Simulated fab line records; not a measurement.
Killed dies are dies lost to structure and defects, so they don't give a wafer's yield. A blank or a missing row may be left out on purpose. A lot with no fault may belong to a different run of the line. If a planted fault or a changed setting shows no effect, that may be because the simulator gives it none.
fab line records	flow sky130
record lots=6	wafers=18	lastDay=50
route steps=708 shown VIA4@650 METAL5@661 PAD_OPEN@708
lots that met no fault: taken from a fault-free run of the same line
startH: start of the lot's first displayed wafer, in hours after the record's first day	waitH: hours elapsed since this lot's preceding step	" the same as in the row above	L1.1+2: several wafers, shown together as one row	- no value, or no start given	* or withheld: withheld	< > ~ a bound
route shown NAME@n: a module of which the file shows steps, and the number in the route of the first	usual: mean and standard deviation over wafers with no fault	same: alike in all rows	chamber/n: place in a boat	sites: readings site by site	_std_site: their standard deviation	_edge_site: mean of outer sites minus mean of inner sites	radiusMm: how far each site lies from the wafer's centre	mask NAME#n: copy n	behind: the most recent tool/chamber to have shaped the wafer	hold: why the lot was held/for how many hours/how that ended	device: transistor that didn't switch, given as n, p or np	end of line: the same wafers' tests at the end of the route	a step given without rows: its recipe and nothing more	killed: the dies lost at the first sort to structure and to defects; this is not the yield of the wafer	map: a wafer's dies, marking killed ones x, the rest . and places with no die _
set.NAME: setting as actually run; set.NAME@STEP: the setting as run at that earlier step	model.NAME: the simulator's own value behind a step, which no gauge read
a table for each step, a row for each wafer; lots at some steps of the route
services: from which hour (startH, from the record's first day; less than 0 if before it) a tool's chamber was out of use, for how many hours, and why
## steps
# step SKY_VIA4_OVL_MEAS_11
# usual VIA4_OVL=-0.1/1.6
lot.wafer	tool	chamber	startH	waitH	VIA4_OVL[nm]
L631.2	overlay-02	-	1034.94	0.1	0.8
L631.5	"	-	"	"	0.7
L631.6	"	-	"	"	0.7
L634.1	overlay-01	-	1049.42	0.1	1.1
L634.2	"	-	"	"	0.2
L634.4	"	-	"	"	-2.1
L639.2	overlay-01	-	1081.18	0.1	-0.3
L639.4	"	-	"	"	0.8
L639.5	"	-	"	"	-0.6
L641.2	overlay-02	-	1092.68	0.1	2.1
L641.5	"	-	"	"	3.2
L641.6	"	-	"	"	1.8
L647.1	overlay-02	-	1129.03	0.1	0.7
L647.4	"	-	"	"	1.0
L647.6	"	-	"	"	-0.4
L649.1	overlay-01	-	1134.92	0.1	-0.6
L649.3	"	-	"	"	-2.7
L649.5	"	-	"	"	-0.7
# step SKY_VIA4_ETCH_12
# recipe target=SiO2	chemistry=C4F8/O2/Ar	stopOn=TiN	maskMaterial=NOVOLAK	sourceW=1500	biasW=1200	pressureMtorr=40	c4f8FlowSccm=withheld	O2_flow_sccm=6	Ar_flow_sccm=300	timeS=withheld	targetDepthA=5800
# usual oesProductAu=0.926/0.005	rfFwdPowerW=1491/5.8
lot.wafer	tool	chamber	startH	waitH	oesProductAu	rfFwdPowerW
L631.2	rieDiel-03	2	1034.97	0.0	0.920	1487
L631.5	"	0	"	"	0.913	1501
L631.6	"	3	"	"	0.922	1489
L634.1	rieDiel-04	3	1049.46	0.0	0.927	1484
L634.2	"	0	"	"	0.920	1490
L634.4	"	2	"	"	0.928	1490
L639.2	rieDiel-03	0	1081.21	0.0	0.925	1488
L639.4	"	2	"	"	0.932	1498
L639.5	"	0	"	"	0.929	1491
L641.2	rieDiel-01	0	1092.71	0.0	0.930	1494
L641.5	"	1	"	"	0.928	1495
L641.6	"	2	"	"	0.925	1498
L647.1	rieDiel-03	1	1129.07	0.0	0.929	1487
L647.4	"	2	"	"	0.926	1487
L647.6	"	2	"	"	0.921	1493
L649.1	rieDiel-01	1	1134.96	0.0	0.922	1496
L649.3	"	2	"	"	0.927	1501
L649.5	"	3	"	"	0.934	1490
# step SKY_VIA4_STRIP_13
# recipe chemistry=O2/N2	powerW=1400	pressureMtorr=1500	platenTempC=withheld	o2FlowSccm=3000	n2FlowSccm=300	overashFraction=0.5
# usual drypumpMotorCurrentA=5.84/0.1	oesProductAu=0.710/0.0046	stripTimeToEndpointS=12.799/0.025
# same overashFraction=0.5
lot.wafer	tool	chamber	startH	waitH	drypumpMotorCurrentA	oesProductAu	rfHoursCounterH	stripTimeToEndpointS
L631.2	plasmaAsher-04	0	1035.04	-	5.77	0.710	60	12.822
L631.5	"	0	"	"	5.84	0.711	-	12.798
L631.6	"	1	"	"	5.99	0.712	-	12.808
L634.1	plasmaAsher-02	1	1049.53	-	5.79	0.713	96	12.838
L634.2	"	0	"	"	5.73	0.714	96	12.797
L634.4	"	0	"	"	5.71	0.714	-	12.794
L639.2	plasmaAsher-02	0	1081.32	-	5.72	0.708	99	12.795
L639.4	"	0	"	"	5.72	0.716	-	12.797
L639.5	"	1	"	"	5.78	0.702	-	12.804
L641.2	plasmaAsher-02	0	1092.78	-	5.70	0.716	100	12.821
L641.5	"	1	"	"	5.80	0.704	-	12.793
L641.6	"	0	"	"	5.71	0.712	-	12.814
L647.1	plasmaAsher-04	1	1129.14	-	6.01	0.723	69	12.812
L647.4	"	1	"	"	6.00	0.713	-	12.805
L647.6	"	1	"	"	6.00	0.716	-	12.810
L649.1	plasmaAsher-04	1	1135.03	-	6.00	0.715	70	12.821
L649.3	"	1	"	"	6.01	0.715	-	12.766
L649.5	"	1	"	"	6.01	0.705	-	12.770
# step SKY_VIA4_STRIP_14
# recipe chemistry=postEtchResidueRemover	timeS=1200	tempC=72.5
# step SKY_VIA4_CLEAN_15
# recipe chemistry=IPA	timeS=180	tempC=25
# step SKY_VIA4_CLEAN_16
# recipe chemistry=O3/DIW	dry=n2Spin
# step SKY_VIA4_SPUTTER_17
# recipe material=TiN	targetThkNm=20	chamberPressurePa=5	powerW=4000	timeS=80
# usual throttleValvePct=30.1/0.95
lot.wafer	tool	chamber	startH	waitH	throttleValvePct
L631.2	pvdSputter-03	-	1035.63	0.0	28.9
L631.5	"	-	"	"	30.4
L631.6	"	-	"	"	29.2
L634.1	pvdSputter-04	-	1050.13	0.0	31.6
L634.2	"	-	"	"	29.3
L634.4	"	-	"	"	28.8
L639.2	pvdSputter-01	-	1082.48	0.0	30.3
L639.4	"	-	"	"	31.0
L639.5	"	-	"	"	30.0
L641.2	pvdSputter-01	-	1093.81	0.0	30.4
L641.5	"	-	"	"	30.2
L641.6	"	-	"	"	31.4
L647.1	pvdSputter-04	-	1129.88	0.0	29.4
L647.4	"	-	"	"	29.3
L647.6	"	-	"	"	29.1
L649.1	pvdSputter-01	-	1135.64	0.0	29.7
L649.3	"	-	"	"	31.5
L649.5	"	-	"	"	31.4
# step SKY_VIA4_CVD_18
# recipe material=W	targetThkNm=505	timeS=152.14	tempC=400	pressureTorr=40
# step SKY_VIA4_RS_MEAS_19
# recipe thkMeasGauge=four-point-probe	reads=W_of_VIA4_CVD_18+TiN_of_VIA4_SPUTTER_17
# usual VIA4_W_RS=0.226/0.0043
lot.wafer	tool	chamber	startH	waitH	VIA4_W_RS[ohm/sq]
L631.2	filmMetro-01	-	1035.86	0.1	0.227
L631.5	"	-	"	"	0.218
L631.6	"	-	"	"	0.227
L634.1	filmMetro-03	-	1050.34	0.1	0.230
L634.2	"	-	"	"	0.227
L634.4	"	-	"	"	0.229
L639.2	filmMetro-03	-	1082.71	0.1	0.229
L639.4	"	-	"	"	0.226
L639.5	"	-	"	"	0.227
L641.2	filmMetro-01	-	1094.04	0.1	0.226
L641.5	"	-	"	"	0.227
L641.6	"	-	"	"	0.228
L647.1	filmMetro-01	-	1130.09	0.1	0.230
L647.4	"	-	"	"	0.232
L647.6	"	-	"	"	0.222
L649.1	filmMetro-01	-	1135.85	0.1	0.224
L649.3	"	-	"	"	0.225
L649.5	"	-	"	"	0.224
# step SKY_VIA4_THK_MEAS_20
# recipe thkMeasGauge=xrf	reads=W_of_VIA4_CVD_18
# usual VIA4_W_THK=505/10
lot.wafer	tool	chamber	startH	waitH	VIA4_W_THK[nm]
L631.2	filmMetro-01	-	1035.97	0.1	504
L631.5	"	-	"	"	526
L631.6	"	-	"	"	504
L634.1	filmMetro-03	-	1050.46	0.1	500
L634.2	"	-	"	"	504
L634.4	"	-	"	"	498
L639.2	filmMetro-03	-	1082.82	0.1	493
L639.4	"	-	"	"	503
L639.5	"	-	"	"	499
L641.2	filmMetro-01	-	1094.15	0.1	504
L641.5	"	-	"	"	504
L641.6	"	-	"	"	503
L647.1	filmMetro-01	-	1130.21	0.1	491
L647.4	"	-	"	"	488
L647.6	"	-	"	"	511
L649.1	filmMetro-01	-	1135.97	0.1	509
L649.3	"	-	"	"	505
L649.5	"	-	"	"	506
# step SKY_VIA4_CMP_21
# recipe stopOn=SiO2	tOverpolishS=25	downForcePsi=3.5	platenRpm=60	targetThkNm=0	padVelocityMS=0.94248
# usual edgeZonePressureFrac=1.000/0.0044	motorCurrentA=11.0/1.6	overpolishRunS=24.999/0.0081	timeToEndpointS=124/4.1
lot.wafer	tool	chamber	startH	waitH	edgeZonePressureFrac	motorCurrentA	overpolishRunS	timeToEndpointS
L631.2	cmp-01	2	1036.12	0.1	0.998	11.6	25.007	123
L631.6	"	0	"	"	0.997	8.3	25.000	127
L631.5	"	1	"	"	1.001	11.9	25.009	131
L634.4	cmp-01	2	1050.57	0.1	0.997	12.2	25.002	116
L634.2	"	3	"	"	1.002	8.2	24.996	121
L634.1	"	0	"	"	1.004	8.9	25.004	120
L639.2	cmp-01	1	1082.92	0.1	1.002	11.2	25.010	124
L639.4	"	3	"	"	1.001	8.4	24.992	123
L639.5	"	0	"	"	1.000	9.0	24.985	121
L641.2	cmp-02	1	1094.35	0.2	0.998	11.7	24.997	117
L641.6	"	2	"	"	1.005	12.1	24.989	121
L641.5	"	3	"	"	0.998	12.4	25.000	117
L647.4	cmp-02	0	1130.37	0.1	0.999	11.1	25.005	119
L647.1	"	2	"	"	0.996	13.2	24.994	120
L647.6	"	0	"	"	1.003	10.8	24.997	127
L649.3	cmp-01	3	1136.03	0.0	1.005	8.7	25.001	123
L649.1	"	0	"	"	1.002	9.4	25.010	125
L649.5	"	0	"	"	0.997	8.9	24.989	122
# step SKY_METAL5_SPUTTER_00
# recipe material=Ti	targetThkNm=15	powerW=3000	timeS=10	chamberPressurePa=0.4
# step SKY_METAL5_SPUTTER_01
# recipe material=TiN	targetThkNm=20	powerW=6500	timeS=16.7	chamberPressurePa=0.4
# usual throttleValvePct=30.1/0.94
lot.wafer	tool	chamber	startH	waitH	throttleValvePct	model.TiN_of_METAL5_SPUTTER_01.thkNm
L631.2	pvdSputter-01	-	1036.35	0.0	29.5	20.17
L631.5	"	-	"	"	30.2	20.01
L631.6	"	-	"	"	31.5	20.08
L634.1	pvdSputter-03	-	1050.84	0.0	29.1	19.99
L634.2	"	-	"	"	31.0	20.06
L634.4	"	-	"	"	28.8	20.12
L639.2	pvdSputter-03	-	1083.19	0.0	29.0	19.82
L639.4	"	-	"	"	30.3	19.96
L639.5	"	-	"	"	28.7	19.78
L641.2	pvdSputter-02	-	1094.52	0.0	28.3	19.94
L641.5	"	-	"	"	31.0	19.83
L641.6	"	-	"	"	28.3	20.1
L647.1	pvdSputter-01	-	1130.64	0.0	31.3	18.69
L647.4	"	-	"	"	30.3	18.68
L647.6	"	-	"	"	30.9	18.6
L649.1	pvdSputter-01	-	1136.35	0.0	30.3	18.75
L649.3	"	-	"	"	31.4	18.99
L649.5	"	-	"	"	31.2	18.88
# step SKY_METAL5_SPUTTER_02
# recipe material=AlCu	targetThkNm=1150	powerW=10600	timeS=61.2	chamberPressurePa=0.4
# usual throttleValvePct=30.1/0.93
lot.wafer	tool	chamber	startH	waitH	throttleValvePct
L631.2	pvdSputter-01	-	1036.37	0.0	29.2
L631.5	"	-	"	"	30.2
L631.6	"	-	"	"	31.5
L634.1	pvdSputter-03	-	1050.87	0.0	28.9
L634.2	"	-	"	"	30.7
L634.4	"	-	"	"	29.3
L639.2	pvdSputter-03	-	1083.22	0.0	29.3
L639.4	"	-	"	"	30.4
L639.5	"	-	"	"	28.9
L641.2	pvdSputter-02	-	1094.55	0.0	28.2
L641.5	"	-	"	"	30.8
L641.6	"	-	"	"	28.6
L647.1	pvdSputter-01	-	1130.67	0.0	31.6
L647.4	"	-	"	"	30.2
L647.6	"	-	"	"	30.9
L649.1	pvdSputter-01	-	1136.38	0.0	30.1
L649.3	"	-	"	"	31.4
L649.5	"	-	"	"	30.9
# step SKY_PAD_OPEN_PROBE_99
# usual defectLimitedYield=82.4/2.2	killed_at_M0_to_M3=44/7.7	killed_at_M4_up=3.2/1.7	killedAtContacts=24/5.3	killedAtFrontEnd=15/4.3	killedAtOther=0.3/0.57	killedDies=87/11	killedOpen=47/7.4	killedShort=40/6.5	sort_bin_3_pad_short=0.8/0.4	sort_bin_5_function=10.5/1.6	sort_bin_6_memory=6.3/1.2	sortNPass=405/11	sortYieldPct=82.4/2.2
# same grossDies=492	killedAtBackSide=0	sort_bin_4_leakage[%]=0	sort_bin_8_speed[%]=0
lot.wafer	tool	chamber	startH	waitH	defectLimitedYield[%]	killed_at_M0_to_M3	killed_at_M4_up	killedAtContacts	killedAtFrontEnd	killedAtOther	killedDies	killedOpen	killedShort	sort_bin_3_pad_short[%]	sort_bin_5_function[%]	sort_bin_6_memory[%]	sortNPass	sortYieldPct[%]
L631.2	prober-02	-	1102.65	0.1	81.5	50	5	23	13	0	91	50	41	0.6	11.8	6.1	401	81.5
L631.5	prober-02	-	1102.80	0.2	81.5	49	3	25	14	0	91	46	45	0.4	13.0	5.1	401	81.5
L631.6	prober-02	-	1102.85	0.2	86.6	37	3	19	7	0	66	34	32	0.4	8.3	4.7	426	86.6
L639.2	prober-02	-	1145.85	0.1	84.3	35	2	25	15	0	77	45	32	1.0	10.8	3.9	415	84.3
L639.4	prober-02	-	1145.95	0.2	82.7	46	3	20	16	0	85	40	45	1.0	12.0	4.3	407	82.7
L639.5	prober-02	-	1146.00	0.2	81.5	47	4	23	17	0	91	39	52	1.2	11.2	6.1	401	81.5
L641.2	prober-01	-	1155.81	0.1	83.9	38	4	19	17	1	79	46	32	1.0	9.8	5.3	413	83.9
L641.5	prober-01	-	1155.96	0.2	81.9	44	4	22	17	2	89	46	42	0.6	13.0	4.5	403	81.9
L641.6	prober-01	-	1156.01	0.2	79.7	48	2	26	23	1	100	50	50	0.6	11.8	7.9	392	79.7
L649.1	prober-02	-	1191.10	0.1	77.2	62	4	33	12	1	112	65	47	1.4	13.8	7.5	380	77.2
L649.3	prober-02	-	1191.20	0.2	82.9	42	2	18	22	0	84	46	38	1.0	11.0	5.1	408	82.9
L649.5	prober-02	-	1191.30	0.2	78.9	54	1	29	20	0	104	62	41	1.2	12.2	7.7	388	78.9
# killed by level:class
L631.2 VIA1:geometricParticle:open=13 CONTACT:geometricParticle:open=12 VIA2:geometricParticle:open=8 VIA1:geometricParticle:short=7 METAL2:geometricParticle:short=6 FIELD_ISO:geometricParticle:short=5 VIA3:geometricParticle:short=5 FIELD_ISO:geometricParticle:open=4
L631.5 CONTACT:geometricParticle:open=15 VIA1:geometricParticle:open=10 VIA3:geometricParticle:open=9 FIELD_ISO:geometricParticle:short=6 METAL2:geometricParticle:short=6 LOCAL_INTERCONNECT:geometricParticle:short=5 VIA1:geometricParticle:short=5 VIA3:geometricParticle:short=5
L631.6 METAL2:geometricParticle:short=7 VIA2:geometricParticle:open=7 CONTACT:geometricParticle:open=6 VIA1:geometricParticle:open=5 LI_CONTACT:geometricParticle:open=4 LOCAL_INTERCONNECT:geometricParticle:short=4 VIA3:geometricParticle:open=4 POLY_GATE:geometricParticle:short=3
L639.2 VIA1:geometricParticle:open=10 CONTACT:geometricParticle:open=9 VIA3:geometricParticle:open=6 FIELD_ISO:geometricParticle:open=5 LI_CONTACT:geometricParticle:open=5 LOCAL_INTERCONNECT:geometricParticle:short=5 CONTACT:geometricParticle:short=5 VIA2:geometricParticle:open=5
L639.4 VIA1:geometricParticle:short=8 VIA2:geometricParticle:open=8 CONTACT:geometricParticle:open=6 VIA3:geometricParticle:open=6 VIA2:geometricParticle:short=5 LOCAL_INTERCONNECT:geometricParticle:short=5 METAL1:geometricParticle:short=5 VIA1:geometricParticle:open=5
L639.5 VIA1:geometricParticle:open=12 METAL2:geometricParticle:short=9 CONTACT:geometricParticle:open=8 METAL1:geometricParticle:short=6 VIA3:geometricParticle:short=6 FIELD_ISO:geometricParticle:short=4 LI_CONTACT:geometricParticle:short=4 LOCAL_INTERCONNECT:geometricParticle:short=4
L641.2 CONTACT:geometricParticle:open=11 VIA1:geometricParticle:open=8 POLY_GATE:geometricParticle:open=7 METAL2:geometricParticle:short=7 VIA3:geometricParticle:open=5 FIELD_ISO:geometricParticle:open=4 METAL1:geometricParticle:short=4 VIA2:geometricParticle:open=4
L641.5 VIA1:geometricParticle:open=12 LI_CONTACT:geometricParticle:open=8 VIA3:geometricParticle:open=6 CONTACT:geometricParticle:open=6 FIELD_ISO:geometricParticle:short=5 FIELD_ISO:geometricParticle:open=4 POLY_GATE:geometricParticle:open=4 VIA2:geometricParticle:short=4
L641.6 VIA1:geometricParticle:open=15 CONTACT:geometricParticle:open=8 VIA1:geometricParticle:short=8 FIELD_ISO:geometricParticle:short=6 CONTACT:geometricParticle:short=5 POLY_GATE:geometricParticle:short=5 LI_CONTACT:geometricParticle:short=5 METAL1:geometricParticle:short=5
L649.1 VIA1:geometricParticle:open=13 CONTACT:geometricParticle:open=13 VIA3:geometricParticle:open=11 METAL2:geometricParticle:short=10 VIA1:geometricParticle:short=8 LI_CONTACT:geometricParticle:open=7 METAL1:geometricParticle:short=7 VIA2:geometricParticle:open=6
L649.3 VIA1:geometricParticle:open=11 FIELD_ISO:geometricParticle:short=10 CONTACT:geometricParticle:open=7 LI_CONTACT:geometricParticle:open=6 VIA1:geometricParticle:short=6 POLY_GATE:geometricParticle:open=5 VIA2:geometricParticle:short=5 VIA3:geometricParticle:open=5
L649.5 VIA1:geometricParticle:open=17 VIA3:geometricParticle:open=14 CONTACT:geometricParticle:short=9 CONTACT:geometricParticle:open=8 POLY_GATE:geometricParticle:short=7 LI_CONTACT:geometricParticle:open=7 POLY_GATE:geometricParticle:open=5 METAL1:geometricParticle:short=5
## services
tool	chamber	startH	hours	kind
pvdSputter-01	-	1011.51	0.9	repair
pvdSputter-01	-	1013.53	1.3	repair
cmp-02	-	1024.54	0.4	repair
cmp-02	-	1026.81	3.0	repair
plasmaAsher-04	-	1030.86	0.5	repair
rieDiel-04	1	1031.67	3.5	repair
cmp-01	-	1034.50	0.5	repair
rieDiel-04	3	1035.45	10.4	repair
plasmaAsher-04	-	1037.45	2.8	pm
cmp-01	-	1037.71	2.5	repair
pvdSputter-03	-	1058.21	7.2	repair
rieDiel-01	-	1063.24	2.8	pm
pvdSputter-01	2	1064.49	-	consumableReplace:kit
pvdSputter-01	2	1064.49	18.0	scheduledDown
pvdSputter-01	2	1064.49	18.0	ventCycle
pvdSputter-03	-	1076.68	0.8	repair
rieDiel-04	-	1076.99	2.8	pm
rieDiel-03	1	1080.54	6.2	repair
cmp-02	-	1084.68	4.0	pm
rieDiel-04	1	1101.58	2.8	repair
cmp-01	-	1107.04	7.4	repair
rieDiel-03	0	1114.23	3.0	repair
rieDiel-04	1	1127.64	18.7	repair
rieDiel-01	-	1131.38	0.2	repair
## key
firstSign none at tools or gauges
modelEffect step=SKY_METAL5_SPUTTER_01	value=TiN_of_METAL5_SPUTTER_01.thkNm	without=19.79	struck=18.77
metAt SKY_METAL5_SPUTTER_01
struckWafers L647.1,L647.4,L647.6,L649.1,L649.3,L649.5
onsetBetween 1036.35 1130.64
alsoFits time
fault kind=processParameterDrift	tool=pvdSputter-01	chamber=-	onsetH=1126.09	steps=SKY_METAL5_SPUTTER_01	channel=timeS	offset=*	shape=step	endH=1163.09	actsIn=*	stated=*
